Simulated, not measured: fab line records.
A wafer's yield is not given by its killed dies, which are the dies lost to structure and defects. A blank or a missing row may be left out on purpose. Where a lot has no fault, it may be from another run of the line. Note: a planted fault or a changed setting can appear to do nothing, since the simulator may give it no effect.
Comparing a struck lot with a sound one || flow sky130 || 15 out of 708 route steps
Sound: these wafers, L444.3, L444.5, L444.6. Struck: wafers L456.2, L456.3, L456.5. Last of all comes the cause.
Order at every step that has rows: each side's tool, ch and its chambers, its first start. Under that, the readings that differ: sound wafers || struck wafers || difference of the means || sigmas: that difference in standard deviations of wafers without a fault.
alike: words and numbers the same on both sides, and readings whose means are apart by under 2 such deviations; not compared: readings that were withheld, readings missing a value for some wafer, numbers with overlapping values and no deviation given by the record, and bounds like >300 which may hide the same value.
The two part at a step that has a row with sigmas, a row that says differs or no value, or rows on one side only. When numbers do not overlap yet have no deviation, they are printed without sigmas and do not part them. A reading that every wafer of one side lacks parts them only if that side has two wafers or more.

first, 1 step without rows for these wafers: SKY_VT_ADJUST_HVTP_IMPLANT_09.
SKY_VT_ADJUST_HVTP_STRIP_10: strips in O2/N2.
  sound on plasma asher-04 ch 0,1, day 7 13:07; struck on plasma asher-04 ch 0,1, day 11 06:44
  alike: drypump motor current A, o2 flow sccm, oes product au, strip time to endpoint s
  not compared: rf hours counter h
SKY_VT_ADJUST_HVTP_TW_MEAS_11:
  sound on film metro-02, day 7 13:12; struck on film metro-03, day 11 06:51
{"reading": "VT_ADJUST_HVTP_TW", "sound": "1382 1381 1391", "struck": "1336 1337 1336", "difference": -48, "sigmas": -3}
then, 7 steps without rows for these wafers: SKY_VT_ADJUST_LVTN_DEHYDRATE_00 (time 60 s); SKY_VT_ADJUST_LVTN_HMDS_01 (prime time 60 s); SKY_VT_ADJUST_LVTN_COAT_02 (resist thk 3000 nm); SKY_VT_ADJUST_LVTN_SOFTBAKE_03; SKY_VT_ADJUST_LVTN_EXPOSE_04 (exposes mask NWM COMPLEMENT LESS NATIVE, target cd 840 nm); SKY_VT_ADJUST_LVTN_PEB_05; SKY_VT_ADJUST_LVTN_DEVELOP_06 (develop time 62.75 s).
SKY_VT_ADJUST_LVTN_OVL_MEAS_07:
  sound on overlay-01, day 8 09:41; struck on overlay-02, day 12 06:20
  alike: VT_ADJUST_LVTN_OVL
after that, 1 step had no rows for these wafers: SKY_VT_ADJUST_LVTN_IMPLANT_08.
SKY_VT_ADJUST_LVTN_STRIP_09: strips in O2/N2.
  sound on plasma asher-02 ch 0,1, day 8 09:53; struck on plasma asher-02 ch 0, day 12 06:31
{"reading": "o2 flow sccm (sccm)", "sound": "2989 2989 2995", "struck": "3596 3597 3602", "difference": "+607", "sigmas": "+67"}
  alike: drypump motor current A, oes product au, strip time to endpoint s
  not compared: rf hours counter h
SKY_VT_ADJUST_LVTN_TW_MEAS_10:
  sound on film metro-02, day 8 09:58; struck on film metro-04, day 12 06:37
{"reading": "VT_ADJUST_LVTN_TW", "sound": "245.3 244.8 245.2", "struck": "237.8 238.3 238.0", "difference": -7.1, "sigmas": -2}
-- a jump in the record: the struck wafers' starts before and after are 38 days apart (it breaks off in module VT_ADJUST_LVTN and resumes in module PAD_OPEN, where the first step shown is number 708 of the route) --
SKY_PAD_OPEN_PROBE_99:
  sound on prober-01, day 47 03:35; struck on prober-02, day 50 18:25
  alike: killed_at_M0_to_M3, killed_at_M4_up, killed at contacts, killed at front end, killed at other, killed dies, killed open, killed short

== WHERE THEY PART ==
Last at SKY_VT_ADJUST_LVTN_TW_MEAS_10 as far as this record goes, first at SKY_VT_ADJUST_HVTP_TW_MEAS_11. Later steps at which nothing parts them and some readings are alike: SKY_PAD_OPEN_PROBE_99.

WHY: whatever the simulator had introduced
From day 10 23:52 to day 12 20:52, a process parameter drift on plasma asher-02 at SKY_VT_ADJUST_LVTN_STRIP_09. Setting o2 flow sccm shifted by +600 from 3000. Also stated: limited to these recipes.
